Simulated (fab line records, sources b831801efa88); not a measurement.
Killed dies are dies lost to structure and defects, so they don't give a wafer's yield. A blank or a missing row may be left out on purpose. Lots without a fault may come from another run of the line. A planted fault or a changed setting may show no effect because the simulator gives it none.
Which tool did it? | flow sky130 | 11 lots, 33 wafers sampled, at 3 steps of a route of 708

WHAT THE GAUGES READ, wafer by wafer
SKY_SD_N_RS_MEAS_16: measures by four-point-probe.
lot  | measured     | on            | SD_N_RS (ohm/sq)
L531 | day 28 11:20 | film_metro-02 | 68.63 68.65 68.70
L532 | day 28 19:58 | film_metro-03 | 68.98 69.22 69.11
L535 | day 29 19:15 | film_metro-03 | 69.17 69.25 69.16
L543 | day 32 12:43 | film_metro-01 | 68.56 68.44 68.53
L544 | day 32 15:11 | film_metro-02 | 68.54 68.73 68.58
L545 | day 33 11:17 | film_metro-02 | 68.63 68.62 68.62
L546 | day 33 15:01 | film_metro-02 | 68.62 68.62 68.59
L549 | day 34 11:27 | film_metro-03 | 68.33 68.44 68.56
L551 | day 34 19:23 | film_metro-01 | 68.46 68.53 68.33
L550 | day 34 23:55 | film_metro-03 | 68.45 68.56 68.63
L552 | day 35 11:01 | film_metro-03 | 68.40 68.38 68.37

WHICH TOOL RAN EACH LOT (tool, then ch and the chambers of the sampled wafers, then the start)
lot  | SKY_SD_N_IMPLANT_09             | SKY_SD_N_STRIP_11
L531 | implanter-04 ch 0, day 28 10:40 | plasma_asher-04 ch 0,1, day 28 10:56
L532 | implanter-04 ch 0, day 28 19:17 | plasma_asher-03 ch 0,1, day 28 19:35
L535 | implanter-04 ch 0, day 29 18:33 | plasma_asher-03 ch 0,1, day 29 18:49
L543 | implanter-03 ch 0, day 32 12:02 | plasma_asher-01 ch 0,1, day 32 12:20
L544 | implanter-04 ch 0, day 32 14:31 | plasma_asher-03 ch 0,1, day 32 14:47
L545 | implanter-03 ch 0, day 33 10:35 | plasma_asher-03 ch 0,1, day 33 10:53
L546 | implanter-04 ch 0, day 33 14:19 | plasma_asher-04 ch 0,1, day 33 14:37
L549 | implanter-01 ch 0, day 34 10:43 | plasma_asher-03 ch 0,1, day 34 10:59
L551 | implanter-01 ch 0, day 34 18:41 | plasma_asher-04 ch 0,1, day 34 18:59
L550 | implanter-01 ch 0, day 34 23:10 | plasma_asher-01 ch 0,1, day 34 23:28
L552 | implanter-04 ch 0, day 35 10:20 | plasma_asher-04 ch 0,1, day 35 10:38
- SKY_SD_N_IMPLANT_09
- SKY_SD_N_STRIP_11: strips in O2/N2.

THE ANSWER, worked out from the rows above alone
Rule: what is usual is taken from the lots themselves. Put in order of their means at a reading, lots are off if they are a third of the lots or fewer, leave a main group of 4 or more, and stand apart from it by a gap of 3 or more times the standard deviation of the main group's means; of several such gaps the widest counts. A main group whose means are all the same, to the digits that the tables above print for the reading, isn't used. A lot without any number at a reading at which 4 lots or more have one is off too. The other lots that the step has rows for count as sound.
Off: L532, L535, at SKY_SD_N_RS_MEAS_16 (SD_N_RS). The main group: mean 68.54 ohm/sq, standard deviation 0.092.
A tool fits if, at a process step before that reading, it ran every lot that is off, and no sound lot after the first of them. The gauges at SKY_SD_N_RS_MEAS_16 are tried like those tools. None of those tried fits.

WHAT THE SIMULATOR HAD PUT IN
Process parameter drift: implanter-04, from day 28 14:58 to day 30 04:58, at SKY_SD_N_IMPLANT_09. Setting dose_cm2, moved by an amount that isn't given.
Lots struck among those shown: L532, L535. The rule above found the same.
